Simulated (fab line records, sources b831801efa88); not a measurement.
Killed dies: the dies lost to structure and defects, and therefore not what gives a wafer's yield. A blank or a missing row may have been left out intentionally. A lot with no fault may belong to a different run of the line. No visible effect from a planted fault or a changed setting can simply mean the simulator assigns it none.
What tool caused it?	flow gf180mcu	Sampling: 6 lots, 18 wafers, 2 of 602 route steps

WHAT THE GAUGES SHOWED, per wafer
GF_MIM_THK_MEAS_11: measures by xrf.
lot	measured	on	MIM_ALCU_THK (nm)
L502	day 25 20:33	film_metro-01	202.1 198.3 197.2
L505	day 26 14:46	film_metro-02	204.3 203.8 203.2
L509	day 28 03:52	film_metro-02	200.9 205.4 200.5
L512	day 29 00:57	film_metro-03	197.0 196.8 195.9
L514	day 29 11:09	film_metro-01	202.5 203.0 202.9
L521	day 31 11:12	film_metro-01	198.4 198.0 198.7

WHICH TOOL RAN EACH LOT (tool, then ch and the chambers of the sampled wafers, then the start)
lot	GF_M3_SPUTTER_00
L502	pvd_sputter-01, day 21 20:01
L505	pvd_sputter-02, day 22 13:35
L509	pvd_sputter-01, day 24 06:51
L512	pvd_sputter-01, day 25 05:52
L514	pvd_sputter-04, day 25 15:26
L521	pvd_sputter-01, day 27 21:46
- GF_M3_SPUTTER_00: material Ti, target thk 37.5 nm, time 150 s.

THE ANSWER, worked out from the rows above alone
Rule: the lots themselves supply what counts as usual. The widest of any qualifying gaps counts: lots, ordered by their means at a reading, are off when they make up no more than a third of the lots, leave a main group of 4 or more, and stand apart from it by 3 or more times the standard deviation of that group's means. The tables above print the reading to a certain number of digits; a main group whose means all agree to those digits is not used. A lot without any number at a reading at which 4 lots or more have one is off too. Where the step has rows for the other lots, those lots are counted as sound.
No lot is off at any reading shown: from this, nothing can be told.

WHAT THE SIMULATOR HAD INSERTED
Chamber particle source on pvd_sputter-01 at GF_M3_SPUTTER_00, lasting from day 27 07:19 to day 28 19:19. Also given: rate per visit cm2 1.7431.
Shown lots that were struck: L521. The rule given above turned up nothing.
